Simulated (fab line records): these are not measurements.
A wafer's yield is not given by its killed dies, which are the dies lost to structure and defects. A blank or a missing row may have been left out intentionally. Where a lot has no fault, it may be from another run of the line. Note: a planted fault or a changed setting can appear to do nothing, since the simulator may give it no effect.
2 desks looking at one fault -- flow sfq_line -- what lay behind the numbers comes last; until then each desk has only its own

FROM THE METROLOGY DESK
Lot by lot, what the gauges showed, no matter which tool ran the lot: averages of those sampled wafers that carry a number. A lot is out of limits, marked OUT, if its mean lies more than 4 standard deviations from the usual mean; the brackets give that distance.
Columns: A = I1_BOW at SFQ_I1_BOW_MEAS_912, usual 0 um; B = I1_OVL at SFQ_I1_OVL_MEAS_913, usual -5 nm
lot,first seen here,A,B
L693,day 15 12:51,-2,-8
L700,day 20 06:24,-3,-5
L701,day 20 15:23,12,-8
L703,day 21 03:34,-10,-6
L707,day 22 13:35,-0,-4
L709,day 23 08:51,4,-12
Finding of this desk: none of the 6 lots has anything out of limits.

AT THE TOOL OWNER'S DESK: rie_diel-02
The tool's own readings at SFQ_TRILAYER_I1_VIA_BARC_OPEN_VIA_ETCH_071 (etches BARC in O2, target depth 125 nm, time 41.7 s): means of the sampled wafers that have a number, for each lot that ran on this tool. A lot is out of limits, marked OUT, if its mean lies more than 4 standard deviations from the usual mean; the brackets give that distance.
Columns: A = drypump_motor_current_A at SFQ_TRILAYER_I1_VIA_BARC_OPEN_VIA_ETCH_071, usual 5.7 A; B = oes_product_au at SFQ_TRILAYER_I1_VIA_BARC_OPEN_VIA_ETCH_071, usual 0.685 a.u.; C = run_length_s at SFQ_TRILAYER_I1_VIA_BARC_OPEN_VIA_ETCH_071, usual 70.1 s
lot,first seen here,A,B,C
L703,day 27 17:28,5.7,0.686,69.8
L707,day 28 23:43,5.1,0.649 (-9.0) OUT,76.1 (+16) OUT
L709,day 29 22:05,5.7,0.657 (-6.9) OUT,75.6 (+14) OUT
This desk finds L707, L709 out of limits, L707 being first, at day 28 23:43 (oes_product_au at SFQ_TRILAYER_I1_VIA_BARC_OPEN_VIA_ETCH_071). L703: within limits.

ALL TOGETHER
The tool owner's desk could have raised an alarm at day 28 23:43, on L707, L709.
Nothing out of limits was seen by the metrology desk.
The metrology desk has L707, L709 on record, within its limits.
SFQ_TRILAYER_I1_VIA_BARC_OPEN_VIA_ETCH_071 was run on rie_diel-02 by each of the lots named.

WHAT THE SIMULATOR HAD INSERTED
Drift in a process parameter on rie_diel-02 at SFQ_TRILAYER_I1_VIA_BARC_OPEN_VIA_ETCH_071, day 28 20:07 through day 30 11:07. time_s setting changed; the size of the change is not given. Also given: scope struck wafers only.
Struck lots among those shown: L707, L709.
Delay in hours, fault start to first out-of-limits reading, by desk: the tool owner's desk at 4.
